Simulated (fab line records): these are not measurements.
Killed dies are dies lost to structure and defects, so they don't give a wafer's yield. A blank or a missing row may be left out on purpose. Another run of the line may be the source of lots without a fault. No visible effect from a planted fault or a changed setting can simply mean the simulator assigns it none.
fab line records	flow sky130
record lots=24	wafers=72	last-day=50
route steps=708 shown GATE_OXIDE@197 RES_PROTECT@215 POLY_GATE@236 LDD_N@253 LDD_P@263 METAL2@486
lots with no fault: from the same line, run without faults
start-h: the number of hours between the record's first day and the start of the first shown wafer of the lot	wait-h: hours from the lot's prior step to this one	" the same as in the row above	L1.1+2: a single row standing in for several wafers	- either no value or no given start	* or withheld: withheld	< > ~ a bound
route shown NAME@n: names a module that has steps shown in the file, with the first one's number in the route	usual: mean/standard deviation taken from wafers without a fault	same: alike in all rows	chamber/n: place in a boat	sites: the reading at each site	_std_site: standard deviation of those values	_edge_site: the outer-site mean with the inner-site mean subtracted	radius-mm: for every site, how far away it sits from the centre of the wafer	mask NAME#n: copy n	behind: the last tool/chamber to shape the wafer	hold: reason for holding the lot/hours on hold/outcome of the hold	device: the n, p or np transistor that did not switch	end of line: the route-end tests of the same wafers	step lacking rows: just its recipe	killed: dies that structure and defects cost at the first sort, which is not the same as the wafer's yield	map: dies across one wafer; x = killed, . = not, _ = none there
set.NAME: the setting as run; set.NAME@STEP: as run at that earlier step	model.NAME: the simulator's own value behind a step, which no gauge read
steps of the route over a sample of lots; a table a step, a row a wafer
services: when a tool's chamber went out of use (start-h, in hours from the record's first day, below 0 if earlier), for how many hours, and the reason
## steps
# step SKY_GATE_OXIDE_OVL_MEAS_10
# usual GATE_OXIDE_OVL=0.3/1.3
lot.wafer	tool	chamber	start-h	wait-h	GATE_OXIDE_OVL[nm]
L075.1	overlay-01	-	327.89	0.1	0.4
L075.4	"	-	"	"	1.0
L075.6	"	-	"	"	-0.7
L074.2	overlay-02	-	330.95	0.1	-1.5
L074.3	"	-	"	"	-2.0
L074.5	"	-	"	"	0.9
L077.1	overlay-01	-	349.77	0.1	-0.7
L077.2	"	-	"	"	-0.9
L077.4	"	-	"	"	-1.0
L076.1	overlay-02	-	349.79	0.1	-1.0
L076.5	"	-	"	"	0.7
L076.6	"	-	"	"	-0.8
L079.2	overlay-02	-	357.40	0.1	1.9
L079.4	"	-	"	"	1.2
L079.5	"	-	"	"	1.5
L078.3	overlay-01	-	359.68	0.1	0.6
L078.4	"	-	"	"	0.1
L078.6	"	-	"	"	-0.2
L082.3	overlay-01	-	421.70	0.1	1.6
L082.4	"	-	"	"	2.9
L082.5	"	-	"	"	2.2
L081.2	overlay-02	-	421.99	0.1	0.7
L081.4	"	-	"	"	1.9
L081.6	"	-	"	"	0.8
L084.2	overlay-01	-	422.08	0.1	0.6
L084.3	"	-	"	"	1.2
L084.6	"	-	"	"	2.5
L087.1	overlay-01	-	422.14	0.1	-1.4
L087.3	"	-	"	"	-2.1
L087.5	"	-	"	"	-0.2
L085.3	overlay-02	-	422.38	0.1	-1.2
L085.5	"	-	"	"	0.4
L085.6	"	-	"	"	-2.2
L080.4	overlay-01	-	422.65	0.1	0.0
L080.5	"	-	"	"	-2.3
L080.6	"	-	"	"	-1.0
L086.2	overlay-02	-	423.58	0.1	0.0
L086.5	"	-	"	"	-1.6
L086.6	"	-	"	"	-2.0
L083.2	overlay-01	-	423.88	0.1	3.4
L083.3	"	-	"	"	2.9
L083.5	"	-	"	"	2.9
L088.1	overlay-02	-	428.98	0.1	-0.8
L088.2	"	-	"	"	-0.5
L088.3	"	-	"	"	1.1
L089.1	overlay-02	-	433.27	0.1	1.0
L089.3	"	-	"	"	1.7
L089.6	"	-	"	"	-0.3
L090.2	overlay-01	-	444.64	0.1	-0.9
L090.3	"	-	"	"	-0.2
L090.5	"	-	"	"	-0.8
L091.2	overlay-02	-	463.95	0.1	0.2
L091.5	"	-	"	"	0.4
L091.6	"	-	"	"	1.6
L092.1	overlay-02	-	467.49	0.1	1.1
L092.2	"	-	"	"	1.6
L092.5	"	-	"	"	1.7
L093.2	overlay-02	-	469.34	0.1	0.0
L093.3	"	-	"	"	0.2
L093.4	"	-	"	"	1.2
L094.3	overlay-02	-	474.61	0.1	-0.3
L094.4	"	-	"	"	-0.6
L094.5	"	-	"	"	-0.2
L095.1	overlay-02	-	485.27	0.1	-2.3
L095.3	"	-	"	"	-0.6
L095.5	"	-	"	"	2.0
L096.4	overlay-02	-	490.85	0.1	-1.6
L096.5	"	-	"	"	1.5
L096.6	"	-	"	"	0.0
L097.2	overlay-01	-	501.29	0.1	1.5
L097.5	"	-	"	"	1.0
L097.6	"	-	"	"	1.4
# step SKY_RES_PROTECT_TW_MEAS_08
# usual POLY_GATE_TW=4068/30
lot.wafer	tool	chamber	start-h	wait-h	POLY_GATE_TW
L075.1	film-metro-02	-	357.34	0.1	4034
L075.4	"	-	"	"	4040
L075.6	"	-	"	"	4063
L074.2	film-metro-02	-	362.18	0.1	4023
L074.3	"	-	"	"	4032
L074.5	"	-	"	"	4037
L076.1	film-metro-02	-	381.54	0.1	4056
L076.5	"	-	"	"	4041
L076.6	"	-	"	"	4049
L077.1	film-metro-02	-	382.19	0.1	4046
L077.2	"	-	"	"	4031
L077.4	"	-	"	"	4042
L079.2	film-metro-04	-	389.60	0.1	4074
L079.4	"	-	"	"	4075
L079.5	"	-	"	"	4060
L078.3	film-metro-04	-	392.74	0.1	4092
L078.4	"	-	"	"	4072
L078.6	"	-	"	"	4076
L084.2	film-metro-04	-	456.48	0.1	4110
L084.3	"	-	"	"	4101
L084.6	"	-	"	"	4073
L082.3	film-metro-02	-	457.07	0.1	4028
L082.4	"	-	"	"	4040
L082.5	"	-	"	"	4041
L081.2	film-metro-01	-	457.43	0.1	4108
L081.4	"	-	"	"	4091
L081.6	"	-	"	"	4095
L080.4	film-metro-02	-	458.82	0.1	4067
L080.5	"	-	"	"	4060
L080.6	"	-	"	"	4050
L085.3	film-metro-04	-	458.87	0.1	4122
L085.5	"	-	"	"	4117
L085.6	"	-	"	"	4102
L087.1	film-metro-01	-	459.42	0.1	4106
L087.3	"	-	"	"	4112
L087.5	"	-	"	"	4107
L086.2	film-metro-04	-	459.73	0.1	4101
L086.5	"	-	"	"	4120
L086.6	"	-	"	"	4106
L083.2	film-metro-02	-	462.00	0.1	4078
L083.3	"	-	"	"	4041
L083.5	"	-	"	"	4056
L088.1	film-metro-02	-	464.47	0.1	4043
L088.2	"	-	"	"	4028
L088.3	"	-	"	"	4036
L089.1	film-metro-01	-	469.37	0.1	4103
L089.3	"	-	"	"	4097
L089.6	"	-	"	"	4116
L090.2	film-metro-02	-	478.78	0.1	4050
L090.3	"	-	"	"	4051
L090.5	"	-	"	"	4029
L091.2	film-metro-02	-	499.36	0.1	4025
L091.5	"	-	"	"	4039
L091.6	"	-	"	"	4058
L092.1	film-metro-04	-	502.15	0.1	4098
L092.2	"	-	"	"	4111
L092.5	"	-	"	"	4091
L093.2	film-metro-01	-	505.55	0.1	4094
L093.3	"	-	"	"	4065
L093.4	"	-	"	"	4096
L094.3	film-metro-04	-	508.02	0.1	4070
L094.4	"	-	"	"	4066
L094.5	"	-	"	"	4079
L095.1	film-metro-02	-	518.77	0.1	4024
L095.3	"	-	"	"	4034
L095.5	"	-	"	"	4049
L096.4	film-metro-04	-	527.45	0.1	4087
L096.5	"	-	"	"	4072
L096.6	"	-	"	"	4073
L097.2	film-metro-02	-	535.73	0.1	4031
L097.5	"	-	"	"	4033
L097.6	"	-	"	"	4043
# step SKY_POLY_GATE_CD_MEAS_22
# usual cd-nm=150/3.7
lot.wafer	tool	chamber	start-h	wait-h	cd-nm
L075.1	cd-sem-01	-	391.11	0.2	146
L075.4	"	-	"	"	153
L075.6	"	-	"	"	146
L074.2	cd-sem-01	-	397.66	0.1	145
L074.3	"	-	"	"	153
L074.5	"	-	"	"	147
L076.1	cd-sem-02	-	416.09	0.1	149
L076.5	"	-	"	"	151
L076.6	"	-	"	"	156
L077.1	cd-sem-02	-	417.94	0.1	147
L077.2	"	-	"	"	151
L077.4	"	-	"	"	144
L079.2	cd-sem-02	-	426.63	0.1	152
L079.4	"	-	"	"	149
L079.5	"	-	"	"	148
L078.3	cd-sem-02	-	429.99	0.1	151
L078.4	"	-	"	"	151
L078.6	"	-	"	"	152
L084.2	cd-sem-01	-	490.08	0.1	144
L084.3	"	-	"	"	157
L084.6	"	-	"	"	154
L082.3	cd-sem-01	-	492.19	0.1	149
L082.4	"	-	"	"	153
L082.5	"	-	"	"	148
L081.2	cd-sem-01	-	493.36	0.1	152
L081.4	"	-	"	"	143
L081.6	"	-	"	"	152
L080.4	cd-sem-01	-	499.10	0.1	146
L080.5	"	-	"	"	152
L080.6	"	-	"	"	155
L085.3	cd-sem-01	-	499.24	0.3	143
L085.5	"	-	"	"	156
L085.6	"	-	"	"	152
L087.1	cd-sem-01	-	499.36	0.4	149
L087.3	"	-	"	"	152
L087.5	"	-	"	"	145
L086.2	cd-sem-01	-	499.68	0.6	153
L086.5	"	-	"	"	154
L086.6	"	-	"	"	147
L083.2	cd-sem-01	-	499.85	0.8	156
L083.3	"	-	"	"	143
L083.5	"	-	"	"	143
L088.1	cd-sem-01	-	501.72	0.2	148
L088.2	"	-	"	"	152
L088.3	"	-	"	"	152
L089.1	cd-sem-01	-	504.89	0.1	151
L089.3	"	-	"	"	150
L089.6	"	-	"	"	145
L090.2	cd-sem-01	-	511.81	0.1	156
L090.3	"	-	"	"	146
L090.5	"	-	"	"	150
L091.2	cd-sem-02	-	532.13	0.1	146
L091.5	"	-	"	"	156
L091.6	"	-	"	"	151
L092.1	cd-sem-02	-	536.52	0.1	146
L092.2	"	-	"	"	151
L092.5	"	-	"	"	148
L093.2	cd-sem-02	-	539.92	0.1	153
L093.3	"	-	"	"	152
L093.4	"	-	"	"	151
L094.3	cd-sem-02	-	541.40	0.1	146
L094.4	"	-	"	"	146
L094.5	"	-	"	"	149
L095.1	cd-sem-02	-	552.15	0.1	151
L095.3	"	-	"	"	147
L095.5	"	-	"	"	154
L096.4	cd-sem-02	-	560.49	0.1	148
L096.5	"	-	"	"	148
L096.6	"	-	"	"	152
L097.2	cd-sem-02	-	569.16	0.1	147
L097.5	"	-	"	"	152
L097.6	"	-	"	"	149
# step SKY_LDD_N_STRIP_16
# recipe chemistry=O2/N2	power-w=1400	pressure-mtorr=1500	platen-temp-c=withheld	o2-flow-sccm=3000	n2-flow-sccm=300	overash-fraction=0.5
# usual drypump-motor-current-A=5.5/0.52	oes-product-au=0.407/0.0051	strip-time-to-endpoint-s=4.314/0.014
lot.wafer	tool	chamber	start-h	wait-h	drypump-motor-current-A	oes-product-au	rf-hours-counter-h	strip-time-to-endpoint-s
L075.1	plasma-asher-02	0	421.06	0.1	5.2	0.405	76	4.315
L075.4	"	1	"	"	4.8	0.407	-	4.284
L075.6	"	1	"	"	4.7	0.401	-	4.317
L074.2	plasma-asher-04	0	427.91	0.1	6.2	0.401	65	4.304
L074.3	"	0	"	"	6.2	0.416	-	4.296
L074.5	"	0	"	"	6.2	0.405	-	4.288
L076.1	plasma-asher-03	0	447.64	0.1	6.1	0.408	33	4.316
L076.5	"	0	"	"	6.1	0.411	-	4.323
L076.6	"	1	"	"	5.7	0.412	-	4.316
L077.1	plasma-asher-04	1	448.89	0.1	5.5	0.409	67	4.316
L077.2	"	0	"	"	6.2	0.402	67	4.335
L077.4	"	1	"	"	5.5	0.407	-	4.324
L079.2	plasma-asher-04	1	458.64	0.1	5.6	0.406	68	4.299
L079.4	"	0	"	"	6.2	0.405	-	4.305
L079.5	"	1	"	"	5.5	0.408	-	4.316
L078.3	plasma-asher-03	1	462.27	0.1	5.7	0.409	-	4.298
L078.4	"	0	"	"	6.1	0.416	-	4.311
L078.6	"	0	"	"	6.1	0.411	-	4.318
L084.2	plasma-asher-02	1	521.72	0.1	4.7	0.410	83	4.318
L084.3	"	1	"	"	4.7	0.410	-	4.327
L084.6	"	1	"	"	4.7	0.402	-	4.313
L082.3	plasma-asher-02	0	523.49	0.1	5.2	0.402	-	4.302
L082.4	"	1	"	"	4.7	0.416	-	4.307
L082.5	"	1	"	"	4.8	0.418	-	4.309
L081.2	plasma-asher-03	1	524.54	0.1	5.7	0.413	42	4.325
L081.4	"	1	"	"	5.7	0.413	-	4.321
L081.6	"	1	"	"	5.7	0.406	-	4.326
L080.4	plasma-asher-02	0	529.45	0.1	5.2	0.407	-	4.286
L080.5	"	1	"	"	4.7	0.405	-	4.307
L080.6	"	0	"	"	5.2	0.404	-	4.313
L085.3	plasma-asher-04	0	529.75	0.1	6.2	0.410	-	4.349
L085.5	"	0	"	"	6.2	0.414	-	4.325
L085.6	"	1	"	"	5.5	0.413	-	4.337
L087.1	plasma-asher-02	0	529.91	0.1	5.2	0.411	84	4.323
L087.3	"	1	"	"	4.7	0.408	-	4.300
L087.5	"	0	"	"	5.2	0.409	-	4.318
L086.2	plasma-asher-03	0	530.62	0.1	6.1	0.403	43	4.334
L086.5	"	1	"	"	5.6	0.419	-	4.301
L086.6	"	0	"	"	6.1	0.408	-	4.318
L083.2	plasma-asher-02	0	530.92	0.1	5.2	0.405	84	4.301
L083.3	"	0	"	"	5.2	0.412	-	4.314
L083.5	"	1	"	"	4.7	0.408	-	4.321
L088.1	plasma-asher-04	1	531.79	0.1	5.6	0.407	76	4.332
L088.2	"	0	"	"	6.2	0.409	76	4.324
L088.3	"	1	"	"	5.6	0.410	-	4.319
L089.1	plasma-asher-02	0	536.06	0.1	5.2	0.405	84	4.325
L089.3	"	0	"	"	5.2	0.397	-	4.329
L089.6	"	1	"	"	4.7	0.405	-	4.309
L090.2	plasma-asher-02	1	542.87	0.1	4.7	0.413	85	4.321
L090.3	"	0	"	"	5.2	0.409	-	4.322
L090.5	"	0	"	"	5.2	0.403	-	4.313
L091.2	plasma-asher-03	1	562.82	0.1	5.6	0.410	46	4.296
L091.5	"	0	"	"	6.1	0.412	-	4.327
L091.6	"	1	"	"	5.6	0.412	-	4.320
L092.1	plasma-asher-04	0	567.06	0.1	6.2	0.414	80	4.325
L092.2	"	1	"	"	5.6	0.410	80	4.314
L092.5	"	0	"	"	6.2	0.411	-	4.314
L093.2	plasma-asher-03	1	571.21	0.1	5.7	0.408	47	4.321
L093.3	"	0	"	"	6.1	0.407	-	4.297
L093.4	"	1	"	"	5.6	0.406	-	4.299
L094.3	plasma-asher-02	0	572.32	0.1	5.2	0.399	-	4.324
L094.4	"	1	"	"	4.7	0.405	-	4.305
L094.5	"	1	"	"	4.7	0.409	-	4.306
L095.1	plasma-asher-02	0	583.64	0.1	5.2	0.401	89	4.293
L095.3	"	1	"	"	4.8	0.407	-	4.305
L095.5	"	0	"	"	5.2	0.415	-	4.329
L096.4	plasma-asher-03	1	591.72	0.1	5.7	0.417	-	4.314
L096.5	"	1	"	"	5.6	0.414	-	4.307
L096.6	"	0	"	"	6.1	0.400	-	4.307
L097.2	plasma-asher-04	0	599.26	0.1	6.2	0.411	83	4.336
L097.5	"	0	"	"	6.2	0.409	-	4.304
L097.6	"	1	"	"	5.5	0.402	-	4.312
# step SKY_LDD_P_OVL_MEAS_08
# usual LDD_P_OVL=-0.3/1.3
lot.wafer	tool	chamber	start-h	wait-h	LDD_P_OVL[nm]
L075.1	overlay-01	-	451.50	0.1	-1.3
L075.4	"	-	"	"	-1.2
L075.6	"	-	"	"	-1.3
L074.2	overlay-01	-	458.40	0.1	-0.3
L074.3	"	-	"	"	-3.6
L074.5	"	-	"	"	-1.3
L076.1	overlay-02	-	478.34	0.1	-0.7
L076.5	"	-	"	"	-0.5
L076.6	"	-	"	"	0.5
L077.1	overlay-01	-	479.30	0.1	0.2
L077.2	"	-	"	"	-1.0
L077.4	"	-	"	"	2.2
L079.2	overlay-01	-	488.95	0.1	1.3
L079.4	"	-	"	"	0.7
L079.5	"	-	"	"	0.5
L078.3	overlay-02	-	493.63	0.1	0.2
L078.4	"	-	"	"	-1.0
L078.6	"	-	"	"	1.9
L084.2	overlay-01	-	552.05	0.1	-1.2
L084.3	"	-	"	"	-0.9
L084.6	"	-	"	"	0.9
L082.3	overlay-01	-	553.90	0.1	-2.0
L082.4	"	-	"	"	-1.2
L082.5	"	-	"	"	-1.8
L081.2	overlay-01	-	554.36	0.1	-0.1
L081.4	"	-	"	"	1.5
L081.6	"	-	"	"	0.5
L080.4	overlay-01	-	558.76	0.1	-2.3
L080.5	"	-	"	"	0.3
L080.6	"	-	"	"	-2.6
L085.3	overlay-02	-	559.43	0.1	0.5
L085.5	"	-	"	"	-0.2
L085.6	"	-	"	"	0.5
L087.1	overlay-01	-	560.24	0.1	-0.3
L087.3	"	-	"	"	-1.1
L087.5	"	-	"	"	-0.4
L086.2	overlay-02	-	560.41	0.1	0.6
L086.5	"	-	"	"	0.7
L086.6	"	-	"	"	1.2
L083.2	overlay-01	-	560.85	0.1	-2.8
L083.3	"	-	"	"	-2.0
L083.5	"	-	"	"	-0.2
L088.1	overlay-01	-	561.44	0.1	0.3
L088.2	"	-	"	"	1.0
L088.3	"	-	"	"	0.9
L089.1	overlay-02	-	565.64	0.1	-0.9
L089.3	"	-	"	"	0.9
L089.6	"	-	"	"	-0.6
L090.2	overlay-01	-	572.75	0.1	-0.2
L090.3	"	-	"	"	0.6
L090.5	"	-	"	"	-0.3
L091.2	overlay-01	-	592.31	0.1	-1.0
L091.5	"	-	"	"	-2.5
L091.6	"	-	"	"	0.6
L092.1	overlay-02	-	596.34	0.1	1.8
L092.2	"	-	"	"	1.5
L092.5	"	-	"	"	1.7
L093.2	overlay-01	-	599.70	0.1	-0.2
L093.3	"	-	"	"	0.2
L093.4	"	-	"	"	-0.8
L094.3	overlay-02	-	601.91	0.1	-0.6
L094.4	"	-	"	"	-1.6
L094.5	"	-	"	"	-0.9
L095.1	overlay-02	-	612.90	0.1	0.0
L095.3	"	-	"	"	0.9
L095.5	"	-	"	"	-1.5
L096.4	overlay-02	-	621.68	0.1	-1.4
L096.5	"	-	"	"	-2.4
L096.6	"	-	"	"	-0.9
L097.2	overlay-01	-	628.12	0.1	-0.3
L097.5	"	-	"	"	-0.2
L097.6	"	-	"	"	-1.2
# step SKY_METAL2_SPUTTER_03
# recipe material=Ti	target-thk-nm=5	power-w=3000	time-s=3.3	chamber-pressure-pa=0.4
# usual throttle-valve-pct=29.9/1
lot.wafer	tool	chamber	start-h	wait-h	throttle-valve-pct
L075.1	pvd-sputter-04	-	805.24	0.0	28.7
L075.4	"	-	"	"	30.8
L075.6	"	-	"	"	30.7
L074.2	pvd-sputter-01	-	811.07	0.0	28.4
L074.3	"	-	"	"	30.2
L074.5	"	-	"	"	29.1
L076.1	pvd-sputter-04	-	830.74	0.0	30.5
L076.5	"	-	"	"	30.5
L076.6	"	-	"	"	30.4
L077.1	pvd-sputter-03	-	831.01	0.0	31.9
L077.2	"	-	"	"	30.4
L077.4	"	-	"	"	30.2
L079.2	pvd-sputter-04	-	836.29	0.0	30.5
L079.4	"	-	"	"	30.7
L079.5	"	-	"	"	30.7
L078.3	pvd-sputter-01	-	844.30	0.0	28.6
L078.4	"	-	"	"	28.5
L078.6	"	-	"	"	28.2
L084.2	pvd-sputter-04	-	891.71	0.0	30.6
L084.3	"	-	"	"	30.6
L084.6	"	-	"	"	28.7
L082.3	pvd-sputter-04	-	894.64	0.0	29.4
L082.4	"	-	"	"	31.0
L082.5	"	-	"	"	30.7
L081.2	pvd-sputter-04	-	897.07	0.0	29.2
L081.4	"	-	"	"	28.8
L081.6	"	-	"	"	31.0
L085.3	pvd-sputter-04	-	899.91	0.0	30.7
L085.5	"	-	"	"	29.2
L085.6	"	-	"	"	28.5
L087.1	pvd-sputter-03	-	900.14	0.0	30.4
L087.3	"	-	"	"	30.0
L087.5	"	-	"	"	30.3
L080.4	pvd-sputter-03	-	901.14	0.0	29.9
L080.5	"	-	"	"	30.0
L080.6	"	-	"	"	30.3
L086.2	pvd-sputter-04	-	902.93	0.0	30.4
L086.5	"	-	"	"	28.6
L086.6	"	-	"	"	30.6
L088.1	pvd-sputter-04	-	903.69	0.0	28.5
L088.2	"	-	"	"	30.5
L088.3	"	-	"	"	30.9
L083.2	pvd-sputter-04	-	904.38	0.0	30.6
L083.3	"	-	"	"	30.7
L083.5	"	-	"	"	28.4
L089.1	pvd-sputter-03	-	905.18	0.0	30.0
L089.3	"	-	"	"	30.4
L089.6	"	-	"	"	30.3
L090.2	pvd-sputter-03	-	910.13	0.0	31.8
L090.3	"	-	"	"	30.5
L090.5	"	-	"	"	30.3
L091.2	pvd-sputter-04	-	929.64	0.0	30.7
L091.5	"	-	"	"	30.4
L091.6	"	-	"	"	30.3
L092.1	pvd-sputter-04	-	932.69	0.0	28.8
L092.2	"	-	"	"	30.6
L092.5	"	-	"	"	29.3
L093.2	pvd-sputter-03	-	933.15	0.0	30.1
L093.3	"	-	"	"	30.2
L093.4	"	-	"	"	30.4
L094.3	pvd-sputter-04	-	934.13	0.0	30.9
L094.4	"	-	"	"	30.6
L094.5	"	-	"	"	28.5
L095.1	pvd-sputter-03	-	941.77	0.0	30.3
L095.3	"	-	"	"	30.3
L095.5	"	-	"	"	30.4
L096.4	pvd-sputter-01	-	953.38	0.0	30.3
L096.5	"	-	"	"	28.5
L096.6	"	-	"	"	30.6
L097.2	pvd-sputter-01	-	957.65	0.0	28.4
L097.5	"	-	"	"	30.5
L097.6	"	-	"	"	28.5
## services
tool	chamber	start-h	hours	kind
plasma-asher-02	-	402.26	2.8	pm
plasma-asher-03	-	419.41	0.7	repair
plasma-asher-02	-	443.33	38.4	repair
pvd-sputter-04	-	513.99	0.7	repair
pvd-sputter-04	-	581.96	4.1	repair
plasma-asher-04	-	610.27	2.4	repair
pvd-sputter-03	-	629.51	17.0	repair
pvd-sputter-03	-	692.26	12.8	repair
plasma-asher-02	-	724.21	1.7	repair
plasma-asher-02	-	733.75	9.0	pm
plasma-asher-02	0	733.75	9.0	vent-cycle
plasma-asher-02	1	733.75	9.0	vent-cycle
pvd-sputter-04	1	749.36	-	consumable-replace:kit
pvd-sputter-04	1	749.36	18.0	scheduled-down
pvd-sputter-04	1	749.36	18.0	vent-cycle
pvd-sputter-04	-	751.19	0.6	repair
pvd-sputter-03	-	816.49	2.2	repair
pvd-sputter-04	0	902.14	-	consumable-replace:kit
pvd-sputter-04	0	902.14	18.0	scheduled-down
pvd-sputter-04	0	902.14	18.0	vent-cycle
plasma-asher-02	-	910.95	4.3	pm
plasma-asher-04	-	937.45	1.3	repair
plasma-asher-02	-	940.07	8.6	repair
pvd-sputter-04	-	950.12	4.0	repair
## key
fault none
